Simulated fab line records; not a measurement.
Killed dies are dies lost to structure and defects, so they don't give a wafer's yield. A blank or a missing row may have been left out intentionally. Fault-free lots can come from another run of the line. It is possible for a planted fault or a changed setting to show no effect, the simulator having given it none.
fab line records | flow sky130
record: lots: 11 wafers: 33 lastDay: 49
route steps=708 shown FIELD_ISO@15 VT_ADJUST_LVTN@101 VT_ADJUST_PCH@150 PAD_OPEN@708
lots that met no fault: from a run of the same line without faults
startH: the number of hours between the record's first day and the start of the first shown wafer of the lot | waitH: hours since the lot's step before | " same as the row above | L1.1+2: several wafers, shown together as one row | - either no value or no given start | * or withheld: withheld | < > ~ a bound
route shown NAME@n: NAME is a module with steps in the file, n the number in the route of the first one | usual: mean and standard deviation over wafers with no fault | same: alike in all rows | chamber/n: place in a boat | sites: the reading at each site | _std_site: how widely they spread, as a standard deviation | _edge_site: mean of outer sites minus mean of inner sites | radiusMm: for every site, how far away it sits from the centre of the wafer | mask NAME#n: copy n | behind: the tool/chamber that last shaped the wafer | hold: why the lot was held/for how many hours/how that ended | device: transistor that didn't switch, given as n, p or np | end of line: the route-end tests of the same wafers | a step with no rows: only its recipe | killed: at the first sort, the dies lost to defects and structure; wafer yield is something else | map: per-die view of a wafer (x killed, . not killed, _ where there is no die)
set.NAME: the setting that was run; set.NAME@STEP: the one run at that earlier step | model.NAME: the simulator's own value behind a step, which no gauge read
steps of the route over a sample of lots; a table a step, a row a wafer
services: when a tool's chamber went out of use (startH, in hours from the record's first day, below 0 if earlier), for how many hours, and the reason
== steps ==
step: SKY_FIELD_ISO_ETCH_14
recipe: chemistry: N2/H2 target: BARC ionEnergyEv: 200 sourceW: 500 biasW: 100 pressureMtorr: 30 n2FlowSccm: 100 h2FlowSccm: 200 stopOn: SiO2 timeS: 45.9 targetDepthA: 600
usual: drypumpMotorCurrentA: 5.5/0.38 oesProductAu: 0.855/0.0053 throttleValvePct: 13.225/0.0097
columns lot.wafer tool chamber startH waitH drypumpMotorCurrentA oesProductAu rfHoursCounterH throttleValvePct
L927.2 rieDiel-01 0 44.40 0.1 5.5 0.857 127 13.218
L927.4 " 2 " " 6.3 0.856 5 13.229
L927.6 " 1 " " 5.8 0.845 - 13.246
L929.1 rieDiel-04 3 54.81 0.1 5.0 0.854 116 13.228
L929.3 " 2 " " 5.3 0.852 166 13.234
L929.6 " 0 " " 5.0 0.858 - 13.243
L931.1 rieDiel-04 1 65.70 0.1 5.7 0.867 121 13.224
L931.2 " 0 " " 5.0 0.849 1 13.226
L931.4 " 3 " " 5.0 0.852 116 13.221
L934.1 rieDiel-03 3 81.61 0.1 5.4 0.862 130 13.208
L934.3 " 2 " " 5.1 0.858 7 13.227
L934.5 " 3 " " 5.4 0.864 - 13.220
L935.3 rieDiel-03 2 85.70 0.1 5.1 0.869 7 13.235
L935.4 " 0 " " 5.9 0.852 11 13.227
L935.6 " 1 " " 5.4 0.859 - 13.223
L936.1 rieDiel-03 2 92.01 0.1 5.1 0.856 7 13.237
L936.2 " 1 " " 5.4 0.854 95 13.221
L936.5 " 1 " " 5.4 0.851 - 13.245
L937.1 rieDiel-01 2 96.56 0.1 6.3 0.859 6 13.217
L937.3 " 0 " " 5.5 0.858 128 13.222
L937.6 " 3 " " 5.3 0.855 - 13.231
L938.1 rieDiel-03 0 101.10 0.1 6.0 0.860 12 13.229
L938.4 " 1 " " 5.4 0.843 95 13.226
L938.5 " 3 " " 5.4 0.857 - 13.236
L940.3 rieDiel-04 1 113.66 0.1 5.8 0.862 122 13.226
L940.5 " 1 " " 5.8 0.855 - 13.220
L940.6 " 0 " " 5.0 0.859 - 13.223
L942.1 rieDiel-04 3 125.21 0.1 5.0 0.855 117 13.212
L942.3 " 2 " " 5.3 0.851 0 13.230
L942.4 " 0 " " 5.0 0.857 2 13.215
L943.1 rieDiel-03 0 129.99 0.1 5.9 0.854 12 13.232
L943.4 " 3 " " 5.4 0.856 132 13.222
L943.5 " 1 " " 5.4 0.846 - 13.203
step: SKY_VT_ADJUST_LVTN_EXPOSE_04
recipe: maskId: NWM_COMPLEMENT_LESS_NATIVE na: 0.6 sourceShape: conventional sigmaOuter: 0.6 polarization: unpolarized targetCdNm: 840 doseMj: 194
columns lot.wafer tool chamber startH waitH mask
L927.2+4+6 ilineStepper-02 0 151.11 - HVN_STD_DERIVED#0
L929.1+3+6 ilineStepper-01 0 162.67 - NWM_COMPLEMENT_LESS_NATIVE#0
L931.1+2+4 ilineStepper-01 0 176.60 - NWM_COMPLEMENT_LESS_NATIVE#0
L934.1+3+5 ilineStepper-01 0 201.08 - NWM_COMPLEMENT_LESS_NATIVE#0
L935.3+4+6 ilineStepper-02 0 212.44 - NWM_COMPLEMENT_LESS_NATIVE#0
L937.1+3+6 ilineStepper-02 0 219.39 - NWM_COMPLEMENT_LESS_NATIVE#0
L936.1+2+5 ilineStepper-02 0 220.49 - NWM_COMPLEMENT_LESS_NATIVE#0
L938.1+4+5 ilineStepper-01 0 225.11 - NWM_COMPLEMENT_LESS_NATIVE#0
L940.3+5+6 ilineStepper-02 0 238.31 - NWM_COMPLEMENT_LESS_NATIVE#0
L942.1+3+4 ilineStepper-02 0 251.66 - NWM_COMPLEMENT_LESS_NATIVE#0
L943.1+4+5 ilineStepper-02 0 258.78 - NWM_COMPLEMENT_LESS_NATIVE#0
step: SKY_VT_ADJUST_LVTN_OVL_MEAS_07
usual: VT_ADJUST_LVTN_OVL: -0.5/1.2
columns lot.wafer tool chamber startH waitH VT_ADJUST_LVTN_OVL[nm]
L927.2 overlay-02 - 160.33 - -
L927.4 " - " " -
L927.6 " - " " -
L929.1 overlay-02 - 172.64 - 0.8
L929.3 " - " " -0.1
L929.6 " - " " -0.6
L931.1 overlay-01 - 187.94 - -1.9
L931.2 " - " " 0.7
L931.4 " - " " -1.0
L934.1 overlay-01 - 211.79 - -2.4
L934.3 " - " " -2.3
L934.5 " - " " -2.4
L935.3 overlay-01 - 223.15 - -0.6
L935.4 " - " " -1.1
L935.6 " - " " -1.5
L937.1 overlay-02 - 230.98 - -1.9
L937.3 " - " " -0.9
L937.6 " - " " -0.1
L936.1 overlay-02 - 231.84 - 0.1
L936.2 " - " " 0.7
L936.5 " - " " -0.9
L938.1 overlay-01 - 237.78 - -0.9
L938.4 " - " " 0.1
L938.5 " - " " -0.6
L940.3 overlay-02 - 249.35 - -0.2
L940.5 " - " " -0.3
L940.6 " - " " -1.0
L942.1 overlay-02 - 264.08 - -0.7
L942.3 " - " " 0.2
L942.4 " - " " -1.8
L943.1 overlay-01 - 270.68 - -0.7
L943.4 " - " " 0.6
L943.5 " - " " 0.0
step: SKY_VT_ADJUST_LVTN_STRIP_09
recipe: chemistry: O2/N2 powerW: 1400 pressureMtorr: 1500 platenTempC: withheld o2FlowSccm: 3000 n2FlowSccm: 300 overashFraction: 0.5
usual: drypumpMotorCurrentA: 5.6/0.47 oesProductAu: 0.722/0.0048 stripTimeToEndpointS: 36.92/0.11
same: overashFraction: 0.5
columns lot.wafer tool chamber startH waitH drypumpMotorCurrentA oesProductAu rfHoursCounterH stripTimeToEndpointS
L927.2 plasmaAsher-02 1 160.51 0.1 5.2 0.727 36 37.00
L927.4 " 1 " " 5.2 0.717 - 37.02
L927.6 " 1 " " 5.2 0.721 - 37.09
L929.1 plasmaAsher-01 1 172.83 0.1 6.2 0.722 5 37.03
L929.3 " 0 " " 5.4 0.719 - 36.92
L929.6 " 0 " " 5.4 0.723 - 36.99
L931.1 plasmaAsher-02 1 188.13 0.1 5.2 0.713 38 37.00
L931.2 " 0 " " 5.1 0.729 38 36.97
L931.4 " 0 " " 5.1 0.713 - 36.99
L934.1 plasmaAsher-02 0 211.98 0.1 5.2 0.723 41 36.73
L934.3 " 1 " " 5.2 0.724 - 36.67
L934.5 " 0 " " 5.2 0.722 - 36.73
L935.3 plasmaAsher-01 1 223.36 0.1 6.2 0.720 - 36.95
L935.4 " 0 " " 5.4 0.720 - 37.00
L935.6 " 0 " " 5.4 0.726 - 36.91
L937.1 plasmaAsher-02 1 231.16 0.1 5.2 0.723 43 37.00
L937.3 " 1 " " 5.2 0.721 - 37.02
L937.6 " 1 " " 5.2 0.718 - 36.95
L936.1 plasmaAsher-01 1 232.03 0.1 6.2 0.724 10 36.90
L936.2 " 0 " " 5.4 0.722 10 36.94
L936.5 " 0 " " 5.4 0.714 - 37.07
L938.1 plasmaAsher-03 0 237.96 0.1 6.3 0.728 54 36.96
L938.4 " 0 " " 6.3 0.726 - 37.00
L938.5 " 1 " " 5.9 0.733 - 36.91
L940.3 plasmaAsher-02 1 249.56 0.1 5.2 0.724 - 36.88
L940.5 " 1 " " 5.2 0.721 - 36.85
L940.6 " 0 " " 5.2 0.725 - 36.73
L942.1 plasmaAsher-02 1 264.26 0.1 5.2 0.713 46 36.90
L942.3 " 1 " " 5.2 0.722 - 36.90
L942.4 " 0 " " 5.1 0.724 - 36.94
L943.1 plasmaAsher-01 1 270.86 0.1 6.2 0.723 14 36.79
L943.4 " 0 " " 5.4 0.729 - 36.85
L943.5 " 1 " " 6.2 0.726 - 36.60
step: SKY_VT_ADJUST_LVTN_TW_MEAS_10
usual: VT_ADJUST_LVTN_TW: 241.6/1.5
columns lot.wafer tool chamber startH waitH VT_ADJUST_LVTN_TW
L927.2 filmMetro-01 - 160.62 0.1 30.1
L927.4 " - " " 30.2
L927.6 " - " " 30.0
L929.1 filmMetro-04 - 172.93 0.1 241.8
L929.3 " - " " 242.8
L929.6 " - " " 242.9
L931.1 filmMetro-04 - 188.23 0.1 243.0
L931.2 " - " " 241.8
L931.4 " - " " 242.8
L934.1 filmMetro-03 - 212.08 0.1 240.9
L934.3 " - " " 241.1
L934.5 " - " " 242.1
L935.3 filmMetro-01 - 223.45 0.1 242.5
L935.4 " - " " 241.8
L935.6 " - " " 243.1
L937.1 filmMetro-03 - 231.26 0.1 237.9
L937.3 " - " " 239.1
L937.6 " - " " 238.8
L936.1 filmMetro-04 - 232.13 0.1 241.6
L936.2 " - " " 240.1
L936.5 " - " " 241.8
L938.1 filmMetro-04 - 238.06 0.1 242.9
L938.4 " - " " 241.4
L938.5 " - " " 240.5
L940.3 filmMetro-04 - 249.65 0.1 244.1
L940.5 " - " " 243.0
L940.6 " - " " 242.8
L942.1 filmMetro-04 - 264.36 0.1 244.3
L942.3 " - " " 242.8
L942.4 " - " " 243.7
L943.1 filmMetro-01 - 270.96 0.1 242.9
L943.4 " - " " 240.6
L943.5 " - " " 241.0
step: SKY_VT_ADJUST_LVTN_TW_MEAS_21
usual: VT_ADJUST_LVTN_2_TW: 187.7/1.6
columns lot.wafer tool chamber startH waitH VT_ADJUST_LVTN_2_TW
L927.2 filmMetro-04 - 181.57 0.1 266.9
L927.4 " - " " 268.0
L927.6 " - " " 268.4
L929.1 filmMetro-04 - 194.78 0.1 189.0
L929.3 " - " " 189.5
L929.6 " - " " 189.1
L931.1 filmMetro-01 - 210.71 0.1 188.0
L931.2 " - " " 187.8
L931.4 " - " " 187.5
L934.1 filmMetro-04 - 234.83 0.1 188.3
L934.3 " - " " 188.3
L934.5 " - " " 187.8
L935.3 filmMetro-03 - 246.80 0.1 186.4
L935.4 " - " " 184.8
L935.6 " - " " 186.5
L937.1 filmMetro-03 - 254.98 0.1 185.6
L937.3 " - " " 185.0
L937.6 " - " " 185.2
L936.1 filmMetro-01 - 255.93 0.1 188.5
L936.2 " - " " 188.2
L936.5 " - " " 188.3
L938.1 filmMetro-01 - 261.88 0.1 188.8
L938.4 " - " " 189.6
L938.5 " - " " 189.3
L940.3 filmMetro-01 - 274.91 0.1 188.8
L940.5 " - " " 187.8
L940.6 " - " " 186.0
L942.1 filmMetro-04 - 290.28 0.1 190.4
L942.3 " - " " 190.9
L942.4 " - " " 190.2
L943.1 filmMetro-04 - 297.21 0.1 189.9
L943.4 " - " " 189.6
L943.5 " - " " 189.3
step: SKY_VT_ADJUST_PCH_OVL_MEAS_07
usual: VT_ADJUST_PCH_OVL: 1.2/1.3
columns lot.wafer tool chamber startH waitH VT_ADJUST_PCH_OVL[nm]
L927.2 overlay-01 - 249.35 - 0.7
L927.4 " - " " 0.7
L927.6 " - " " 1.3
L929.1 overlay-02 - 263.49 - 3.6
L929.3 " - " " 2.7
L929.6 " - " " 2.9
L931.1 overlay-02 - 281.04 - 3.8
L931.2 " - " " 2.7
L931.4 " - " " 2.1
L934.1 overlay-02 - 310.29 - 0.2
L934.3 " - " " 1.5
L934.5 " - " " -0.6
L935.3 overlay-02 - 324.29 - -0.6
L935.4 " - " " 0.4
L935.6 " - " " 1.1
L937.1 overlay-02 - 332.84 - 0.5
L937.3 " - " " 1.9
L937.6 " - " " 2.3
L936.1 overlay-02 - 332.88 - 1.2
L936.2 " - " " -1.0
L936.5 " - " " 0.6
L938.1 overlay-02 - 339.87 - 0.4
L938.4 " - " " 1.0
L938.5 " - " " 0.1
L940.3 overlay-01 - 354.19 - 3.5
L940.5 " - " " 1.7
L940.6 " - " " 3.9
L942.1 overlay-01 - 370.49 - 2.2
L942.3 " - " " 2.3
L942.4 " - " " 1.8
L943.1 overlay-02 - 377.97 - 0.5
L943.4 " - " " 1.3
L943.5 " - " " 1.1
step: SKY_PAD_OPEN_PROBE_99
usual: killed_at_M0_to_M3: 43/7.7 killed_at_M4_up: 3.4/1.9 killedAtContacts: 25/5.6 killedAtFrontEnd: 14/4.3 killedAtOther: 0.2/0.5 killedDies: 86/10 killedOnRim: 17/4.1 killedOpen: 47/7.2 killedShort: 39/6.7
same: grossDies: 492 killedAtBackSide: 0
columns lot.wafer tool chamber startH waitH killed_at_M0_to_M3 killed_at_M4_up killedAtContacts killedAtFrontEnd killedAtOther killedDies killedOnRim killedOpen killedShort
L927.2 prober-01 - 1098.19 0.1 39 2 32 419 0 492 96 48 40
L927.4 prober-01 - 1098.29 0.2 40 5 35 412 0 492 96 44 51
L927.6 prober-01 - 1098.39 0.2 51 6 39 396 0 492 96 49 60
L937.1 prober-01 - 1156.21 0.1 52 3 30 13 0 98 15 58 40
L937.3 prober-01 - 1156.31 0.2 43 5 27 7 0 82 19 43 39
L937.6 prober-01 - 1156.46 0.2 43 4 26 16 0 89 16 54 35
killed by level:class
L927.2 VT_ADJUST_LVTN:areaExpose=404 LI_CONTACT:geometricParticle:open=8 CONTACT:geometricParticle:open=8 VIA1:geometricParticle:open=8 VIA2:geometricParticle:open=7 LI_CONTACT:geometricParticle:short=6 VIA1:geometricParticle:short=5 CONTACT:geometricParticle:short=5
L927.4 VT_ADJUST_LVTN:areaExpose=397 LOCAL_INTERCONNECT:geometricParticle:short=9 CONTACT:geometricParticle:open=9 VIA1:geometricParticle:open=8 VIA3:geometricParticle:open=7 CONTACT:geometricParticle:short=7 FIELD_ISO:geometricParticle:open=6 LI_CONTACT:geometricParticle:open=6
L927.6 VT_ADJUST_LVTN:areaExpose=383 CONTACT:geometricParticle:open=14 VIA1:geometricParticle:short=10 FIELD_ISO:geometricParticle:short=9 LI_CONTACT:geometricParticle:open=9 VIA1:geometricParticle:open=8 METAL1:geometricParticle:short=7 METAL2:geometricParticle:short=7
L937.1 VIA1:geometricParticle:open=12 VIA3:geometricParticle:open=12 CONTACT:geometricParticle:open=11 LI_CONTACT:geometricParticle:short=6 LI_CONTACT:geometricParticle:open=6 VIA2:geometricParticle:open=5 FIELD_ISO:geometricParticle:short=4 METAL1:geometricParticle:short=4
L937.3 VIA1:geometricParticle:open=10 CONTACT:geometricParticle:open=8 VIA3:geometricParticle:open=8 CONTACT:geometricParticle:short=7 LI_CONTACT:geometricParticle:open=6 VIA3:geometricParticle:short=5 VIA2:geometricParticle:open=4 METAL1:geometricParticle:short=4
L937.6 VIA1:geometricParticle:open=15 CONTACT:geometricParticle:open=13 VIA2:geometricParticle:open=7 LI_CONTACT:geometricParticle:open=6 METAL2:geometricParticle:short=6 FIELD_ISO:geometricParticle:short=4 VIA3:geometricParticle:open=4 METAL4:geometricParticle:short=4
== services ==
columns tool chamber startH hours kind
rieDiel-01 0 61.06 6.3 repair
rieDiel-03 - 69.10 0.2 repair
plasmaAsher-03 - 73.73 0.5 repair
ilineStepper-01 - 74.45 0.5 repair
rieDiel-04 3 82.22 10.9 repair
ilineStepper-02 - 87.31 4.4 pm
rieDiel-04 2 93.08 - clean
rieDiel-04 2 93.08 24.7 scheduledDown
rieDiel-04 2 93.08 24.7 ventCycle
ilineStepper-02 - 103.11 0.8 pm
plasmaAsher-01 - 108.75 9.0 pm
rieDiel-03 1 135.22 7.4 repair
ilineStepper-01 - 144.70 9.5 repair
ilineStepper-02 - 154.16 1.7 pm
ilineStepper-01 - 164.36 1.7 pm
rieDiel-04 - 168.57 0.3 repair
ilineStepper-02 - 188.20 2.1 pm
ilineStepper-02 - 190.29 - consumableReplace:lamp
rieDiel-04 - 194.46 2.8 pm
rieDiel-01 - 195.85 2.8 pm
plasmaAsher-01 - 201.45 14.6 pm
rieDiel-04 - 205.22 0.3 repair
plasmaAsher-02 - 238.85 1.7 repair
rieDiel-03 2 249.29 35.0 repair
== key ==
firstSign: step: SKY_VT_ADJUST_LVTN_EXPOSE_04 reading: mask direction: changed
effect: step: SKY_VT_ADJUST_LVTN_OVL_MEAS_07 reading: VT_ADJUST_LVTN_OVL direction: missing
effect: step: SKY_VT_ADJUST_LVTN_TW_MEAS_10 reading: VT_ADJUST_LVTN_TW direction: down sigmas: 99+ usual: 241.6 struck: 30.1
effect: step: SKY_VT_ADJUST_LVTN_TW_MEAS_21 reading: VT_ADJUST_LVTN_2_TW direction: up sigmas: 50 usual: 187.7 struck: 267.7
effect: step: SKY_PAD_OPEN_PROBE_99 reading: killedAtFrontEnd direction: up sigmas: 91 usual: 14 struck: 409
moreKillsBornAt: SKY_VT_ADJUST_LVTN_EXPOSE_04@ilineStepper-02: 1184
metAt SKY_VT_ADJUST_LVTN_EXPOSE_04
struckLots L927
testerLeftOut L927
notActingAt SKY_FIELD_ISO_ETCH_14,SKY_VT_ADJUST_LVTN_STRIP_09,SKY_VT_ADJUST_PCH_OVL_MEAS_07
fault: kind: wrongMask tool: any chamber: - onsetH: 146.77 steps: SKY_VT_ADJUST_LVTN_EXPOSE_04 auxCopy: HVN_STD_DERIVED#0 scope: struckLotsOnly
testerLeftOut: of these lots the tester's yield and bins aren't shown, on N5 and GAA mostly nor the transistor test; their killed dies are dies lost to structure and defects alone, not to doping, threshold or leakage, so they don't give the yield
